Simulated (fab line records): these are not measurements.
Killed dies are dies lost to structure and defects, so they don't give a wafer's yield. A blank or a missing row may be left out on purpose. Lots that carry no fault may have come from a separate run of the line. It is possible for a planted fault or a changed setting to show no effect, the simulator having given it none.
Matching of chambers | flow gf180mcu | cmp-01 running GF_V5_CMP_26: 4 sister chambers
The step polishes, stops on SiO2, t overpolish 15 s, target thk 0 nm. 8 wafers are shown with their chamber, then 12 later ones without.

## WAFERS WITH THEIR CHAMBER
wafer  | chamber | motor-current-A (A) | time-to-endpoint-s (s)
L083.4 | 0       | 10.4                | 85.1
L083.6 | 1       | 11.7                | 82.8
L084.1 | 1       | 11.2                | 83.4
L084.5 | 3       | 9.6                 | 81.9
L084.6 | 2       | 10.5                | 85.3
L087.1 | 2       | 10.5                | 82.5
L087.3 | 3       | 10.3                | 79.8
L087.5 | 0       | 10.5                | 80.1

## WAFERS MISSING THEIR CHAMBER
wafer  | motor-current-A (A) | time-to-endpoint-s (s)
L088.1 | 11.4                | 82.3
L088.5 | 9.5                 | 79.8
L088.6 | 9.9                 | 82.8
L089.4 | 9.9                 | 85.1
L089.5 | 10.4                | 85.9
L089.6 | 9.3                 | 84.3
L095.1 | 11.4                | 84.1
L095.2 | 10.1                | 85.1
L095.3 | 9.9                 | 82.4
L097.2 | 9.8                 | 83.2
L097.3 | 11.1                | 84.0
L097.4 | 10.2                | 86.8

## WHICH CHAMBER EACH ONE RAN IN
wafer  | from the rows above          | in truth
L088.1 | 1                            | 1
L088.5 | can't be placed: 3 or 0      | 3
L088.6 | can't be placed: 3 or 0 or 2 | 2
L089.4 | can't be placed: 3 or 2 or 0 | 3
L089.5 | can't be placed: 2 or 0 or 3 | 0
L089.6 | can't be placed: 3 or 0 or 2 | 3
L095.1 | 1                            | 1
L095.2 | can't be placed: 2 or 0 or 3 | 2
L095.3 | can't be placed: 3 or 0 or 2 | 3
L097.2 | can't be placed: 3 or 0 or 2 | 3
L097.3 | can't be placed: 1 or 2 or 0 | 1
L097.4 | can't be placed: 2 or 0 or 3 | 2
Placed correctly: 2 of 12. Unplaceable from these rows: 10, with the true chamber sitting among the candidates in 10. Number placed wrongly: 0.
How it was worked out, from the rows above alone: a wafer's distance from a chamber is the root of the sum, over the readings, of the square of ((its reading less the chamber's mean) divided by the reading's scatter). If the next closest chamber is less than 2 further off than the closest, the wafer can't be placed; otherwise it belongs to the closest. The mean given for a chamber averages the wafers shown for that chamber. How the scatter is found: for the shown wafers, subtract from each reading the mean of its chamber, square and add these, divide the total by (wafers less chambers), then take the root.
